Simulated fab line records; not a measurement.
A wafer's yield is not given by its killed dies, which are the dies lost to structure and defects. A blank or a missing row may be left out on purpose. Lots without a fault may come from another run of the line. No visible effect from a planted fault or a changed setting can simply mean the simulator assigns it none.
Which tool is to blame? / flow gf180mcu / 12 lots with 36 wafers sampled at 5 steps, on a route of 602 steps

WHAT THE GAUGES READ, wafer by wafer
GF_M2_RS_MEAS_05: measures by four-point-probe.
lot=L075; measured=day 18 16:44; on=film-metro-01; M2_ALCU_RS (ohm/sq)=0.0702 0.0688 0.0695
lot=L077; measured=day 19 08:17; on=film-metro-01; M2_ALCU_RS (ohm/sq)=0.0680 0.0693 0.0686
lot=L078; measured=day 20 09:16; on=film-metro-04; M2_ALCU_RS (ohm/sq)=0.0685 0.0685 0.0674
lot=L081; measured=day 20 22:31; on=film-metro-02; M2_ALCU_RS (ohm/sq)=0.0684 0.0691 0.0685
lot=L083; measured=day 22 00:25; on=film-metro-04; M2_ALCU_RS (ohm/sq)=0.0703 0.0698 0.0697
lot=L085; measured=day 22 16:34; on=film-metro-01; M2_ALCU_RS (ohm/sq)=0.0677 0.0695 0.0681
lot=L087; measured=day 23 10:23; on=film-metro-01; M2_ALCU_RS (ohm/sq)=0.0689 0.0683 0.0686
lot=L089; measured=day 24 03:43; on=film-metro-02; M2_ALCU_RS (ohm/sq)=0.0690 0.0693 0.0685
lot=L091; measured=day 24 15:09; on=film-metro-01; M2_ALCU_RS (ohm/sq)=0.0684 0.0684 0.0678
lot=L093; measured=day 25 04:14; on=film-metro-04; M2_ALCU_RS (ohm/sq)=0.0697 0.0696 0.0700
lot=L095; measured=day 25 17:22; on=film-metro-01; M2_ALCU_RS (ohm/sq)=0.0702 0.0696 0.0698
lot=L097; measured=day 26 05:35; on=film-metro-04; M2_ALCU_RS (ohm/sq)=0.0690 0.0681 0.0693

EACH LOT AND THE TOOL THAT RAN IT (in order: tool; ch and the chambers of the sampled wafers; start)
lot=L075; GF_V1_CVD_02=pecvd-03 ch 0,1,2, day 17 15:07; GF_V1_ETCH_16=rie-diel-01 ch 0,2, day 18 15:04; GF_V1_STRIP_18=plasma-asher-03 ch 0,1, day 18 15:14; GF_M2_SPUTTER_03=pvd-sputter-04, day 18 16:40
lot=L077; GF_V1_CVD_02=pecvd-01 ch 0,1,2, day 18 06:28; GF_V1_ETCH_16=rie-diel-02 ch 0,1, day 19 06:40; GF_V1_STRIP_18=plasma-asher-02 ch 0,1, day 19 06:48; GF_M2_SPUTTER_03=pvd-sputter-04, day 19 08:13
lot=L078; GF_V1_CVD_02=pecvd-02 ch 0,1,2, day 19 06:22; GF_V1_ETCH_16=rie-diel-01 ch 1,2,3, day 20 07:38; GF_V1_STRIP_18=plasma-asher-03 ch 0,1, day 20 07:46; GF_M2_SPUTTER_03=pvd-sputter-03, day 20 09:11
lot=L081; GF_V1_CVD_02=pecvd-02 ch 0,1, day 19 19:48; GF_V1_ETCH_16=rie-diel-02 ch 1,3, day 20 20:55; GF_V1_STRIP_18=plasma-asher-03 ch 0,1, day 20 21:03; GF_M2_SPUTTER_03=pvd-sputter-02, day 20 22:26
lot=L083; GF_V1_CVD_02=pecvd-01 ch 0,1,2, day 20 22:25; GF_V1_ETCH_16=rie-diel-02 ch 0,1,2, day 21 22:49; GF_V1_STRIP_18=plasma-asher-01 ch 0,1, day 21 22:56; GF_M2_SPUTTER_03=pvd-sputter-04, day 22 00:22
lot=L085; GF_V1_CVD_02=pecvd-03 ch 0,1,2, day 21 15:17; GF_V1_ETCH_16=rie-diel-04 ch 0,1, day 22 14:55; GF_V1_STRIP_18=plasma-asher-03 ch 0,1, day 22 15:05; GF_M2_SPUTTER_03=pvd-sputter-02, day 22 16:28
lot=L087; GF_V1_CVD_02=pecvd-03 ch 0,1,2, day 22 09:25; GF_V1_ETCH_16=rie-diel-04 ch 1,2, day 23 08:49; GF_V1_STRIP_18=plasma-asher-01 ch 0,1, day 23 08:56; GF_M2_SPUTTER_03=pvd-sputter-02, day 23 10:20
lot=L089; GF_V1_CVD_02=pecvd-02 ch 0,1, day 23 02:50; GF_V1_ETCH_16=rie-diel-04 ch 0,2,3, day 24 02:07; GF_V1_STRIP_18=plasma-asher-01 ch 0,1, day 24 02:14; GF_M2_SPUTTER_03=pvd-sputter-02, day 24 03:38
lot=L091; GF_V1_CVD_02=pecvd-02 ch 0,1,2, day 23 14:12; GF_V1_ETCH_16=rie-diel-02 ch 1,2,3, day 24 13:34; GF_V1_STRIP_18=plasma-asher-03 ch 0,1, day 24 13:41; GF_M2_SPUTTER_03=pvd-sputter-02, day 24 15:04
lot=L093; GF_V1_CVD_02=pecvd-01 ch 0,1,2, day 24 03:43; GF_V1_ETCH_16=rie-diel-02 ch 0,1,3, day 25 02:32; GF_V1_STRIP_18=plasma-asher-01 ch 0,1, day 25 02:41; GF_M2_SPUTTER_03=pvd-sputter-02, day 25 04:03
lot=L095; GF_V1_CVD_02=pecvd-02 ch 0,1, day 24 17:08; GF_V1_ETCH_16=rie-diel-01 ch 1,2,3, day 25 15:44; GF_V1_STRIP_18=plasma-asher-03 ch 0,1, day 25 15:52; GF_M2_SPUTTER_03=pvd-sputter-04, day 25 17:17
lot=L097; GF_V1_CVD_02=pecvd-03 ch 1,2, day 25 06:37; GF_V1_ETCH_16=rie-diel-04 ch 2,3, day 26 03:59; GF_V1_STRIP_18=plasma-asher-01 ch 0,1, day 26 04:07; GF_M2_SPUTTER_03=pvd-sputter-03, day 26 05:30
- GF_V1_CVD_02: deposits SiO2 from TEOS, target thk 850 nm, time 94.851 s.
- GF_V1_ETCH_16: etches BARC in N2/H2.
- GF_V1_STRIP_18: strips in O2/N2.
- GF_M2_SPUTTER_03: material Ti, target thk 10 nm, time 6.7 s.

THE ANSWER, worked out from the rows above alone
Rule: usual is defined by the lots themselves. The widest of any qualifying gaps counts: lots, ordered by their means at a reading, are off when they make up no more than a third of the lots, leave a main group of 4 or more, and stand apart from it by 3 or more times the standard deviation of that group's means. If all means in a main group match to the digits the tables above print for the reading, that group is not used. A lot without any number at a reading at which 4 lots or more have one is off too. Where the step has rows for the other lots, those lots are counted as sound.
Nothing can be told from this: no lot is off at any reading shown.

WHAT THE SIMULATOR HAD PUT IN
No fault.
